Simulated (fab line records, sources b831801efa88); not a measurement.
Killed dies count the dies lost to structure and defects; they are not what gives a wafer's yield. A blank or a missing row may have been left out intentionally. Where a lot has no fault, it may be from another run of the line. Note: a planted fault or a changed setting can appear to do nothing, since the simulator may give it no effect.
One fault seen from 2 desks + flow gf180mcu + only its own numbers are on each desk; what lay behind them is given at the end

## METROLOGY DESK
Lot by lot, what the gauges showed, no matter which tool ran the lot: averages of those sampled wafers that carry a number. A lot is out of limits, marked OUT, if its mean lies more than 4 standard deviations from the usual mean; the brackets give that distance.
Columns: A = CONTACT_CVD_02_THK at GF_CONTACT_THK_MEAS_03, usual 861 nm; B = CONTACT_W_RS at GF_CONTACT_RS_MEAS_25, usual 0.381 ohm/sq; C = CONTACT_W_THK at GF_CONTACT_THK_MEAS_26, usual 306 nm; D = cdNm at GF_M1_CD_MEAS_14, usual 229.9 nm; E = V1_CVD_02_THK at GF_V1_THK_MEAS_03, usual 851 nm
| lot  | first seen here | A   | B     | C   | D     | E   |
|------|-----------------|-----|-------|-----|-------|-----|
| L593 | day 15 00:29    | 862 | 0.382 | 306 | 228.3 | 859 |
| L594 | day 15 09:53    | 861 | 0.372 | 317 | 231.7 | 867 |
| L596 | day 16 00:52    | 852 | 0.385 | 301 | 230.9 | 851 |
| L597 | day 16 12:16    | 860 | 0.364 | 323 | 231.6 | 857 |
| L598 | day 16 22:50    | 850 | 0.369 | 316 | 230.9 | 853 |
| L606 | day 20 05:27    | 852 | 0.384 | 303 | 230.7 | 850 |
| L609 | day 20 23:26    | 862 | 0.384 | 305 | 228.0 | 851 |
| L610 | day 21 11:23    | 870 | 0.390 | 297 | 230.4 | 856 |
| L611 | day 21 14:31    | 854 | 0.376 | 309 | 232.6 | 845 |
| L613 | day 22 15:12    | 858 | 0.383 | 305 | 229.0 | 850 |
| L615 | day 22 21:10    | 858 | 0.387 | 300 | 229.0 | 851 |
| L616 | day 23 10:23    | 867 | 0.382 | 306 | 229.8 | 836 |
This desk's finding: nothing out of limits on any of the 12 lots.

## THE TOOL OWNER'S DESK: cvdW-02
The tool's own readings at GF_CONTACT_CVD_24 (deposits W, target thk 300 nm, time 90.339 s): means of the sampled wafers that have a number, for each lot that ran on this tool. A lot is out of limits, marked OUT, if its mean lies more than 4 standard deviations from the usual mean; the brackets give that distance.
Columns: A = heaterPowerW at GF_CONTACT_CVD_24, usual 821 W
| lot  | first seen here | A   |
|------|-----------------|-----|
| L593 | day 15 22:40    | 892 |
| L596 | day 16 23:43    | 886 |
| L597 | day 17 11:44    | 878 |
| L598 | day 17 22:47    | 887 |
| L606 | day 21 07:05    | 872 |
| L609 | day 22 00:10    | 902 |
| L610 | day 22 12:13    | 898 |
| L615 | day 23 20:40    | 887 |
This desk's finding: nothing out of limits on any of the 8 lots.

## TAKEN TOGETHER
Metrology desk: nothing out of limits seen.
The tool owner's desk saw nothing out of limits.

## WHAT THE SIMULATOR HAD PUT IN
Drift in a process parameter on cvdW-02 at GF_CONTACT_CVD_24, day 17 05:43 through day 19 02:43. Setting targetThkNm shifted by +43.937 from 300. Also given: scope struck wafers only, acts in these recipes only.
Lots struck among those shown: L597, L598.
